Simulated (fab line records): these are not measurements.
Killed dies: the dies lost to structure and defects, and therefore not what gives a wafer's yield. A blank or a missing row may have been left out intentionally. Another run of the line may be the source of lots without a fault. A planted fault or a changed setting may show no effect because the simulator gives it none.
Code-filled problem report in 8D (eight disciplines) form + flow gf180mcu + the parts of the form that need people (team, actions taken, sign-off) are left out

== 1. PROBLEM STATEMENT ==
At GF_STI_WET_ETCH_28, run_length_s averages 44 s over 6 wafers from 2 lots, while fault-free wafers read 68 s, standard deviation 3. Relative to the usual mean, that is a shift of -7.8 standard deviations.
The step: etches SiO2 in dHF, target depth 20 nm, time 40 s.
The first sign was on wafer L928.3 at day 3 21:47, on wet_bench-01. The record has a number at this step for 18 wafers belonging to 6 lots. Rule for "out", or "out of limits": more than 4 standard deviations from the usual mean. The other wafers with a number count as sound.

== 2. WHAT IT IS, WHAT IT ISN'T ==
| question                    | is                     | is not                                                                   |
|-----------------------------|------------------------|--------------------------------------------------------------------------|
| which readings at this step | run_length_s           | temp_c                                                                   |
| which lots                  | L928, L930             | L922, L923, L929, L938                                                   |
| which wafers of those lots  | all that have a number | -                                                                        |
| read on which tools         | wet_bench-01           | wet_bench-04                                                             |
| when                        | from day 3 21:47       | up to then (6 sound wafers); but 6 sound wafers of L929, L938 came after |

== 3. WHAT RULES OUT EACH SUSPECT ==
Counting: a tool at a process step up to the reading stays a suspect if it ran every lot that is out and no sound lot after the first of them.
- cmp-02 at GF_STI_CMP_25 (polishes, stops on Si3N4, t overpolish 33 s, target thk 524.6 nm): ruled out as a lasting fault. Sound lots L938 ran on it after its first lot that is out, L928 (day 3 20:54).
- wet_bench-01 at GF_STI_WET_ETCH_28 (etches SiO2 in dHF, target depth 20 nm, time 40 s): kept. All lots that are out passed through it, beginning with L928 at day 3 21:47, and no sound lot followed; its final sound lot before that point was L922 at day 2 15:08. On those wafers its own readings are out: run_length_s.
Left after counting: wet_bench-01 at GF_STI_WET_ETCH_28.

== 4. THE CAUSE (what the simulator had put in) ==
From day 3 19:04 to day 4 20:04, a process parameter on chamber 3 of wet_bench-01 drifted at GF_STI_WET_ETCH_28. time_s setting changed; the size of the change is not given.
After counting, this tool was the only one left.

== 5. THE EFFECT CHAIN, in route order ==
Each row: a reading whose mean over the struck wafers that have a number lies more than 3 standard deviations from the usual. Readings are gone through only where the record gives a usual standard deviation; hours: the median, over the lots, of the time from a lot's start at the first step in this table giving one to that lot's start at this step; sigmas: the change measured in usual standard deviations.
| hours | step               | reading      | usual | on struck wafers | change | sigmas |
|-------|--------------------|--------------|-------|------------------|--------|--------|
| 0     | GF_STI_WET_ETCH_28 | run_length_s | 68 s  | 44               | -24    | -7.8   |
The process steps in it:
- GF_STI_WET_ETCH_28: etches SiO2 in dHF, target depth 20 nm, time 40 s.
At these later measuring or inspecting steps, every struck wafer for which the step has a row has a number for every such reading, and none has moved that far: GF_STI_THK_MEAS_30, GF_DNWELL_TW_MEAS_09, GF_NWELL_OVL_MEAS_07, GF_NWELL_TW_MEAS_11.

== 6. HOW IT WOULD HAVE BEEN CAUGHT EARLIER ==
The fault began at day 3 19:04; the first out-of-limits reading in this record came at day 3 21:47, 3 hours later.
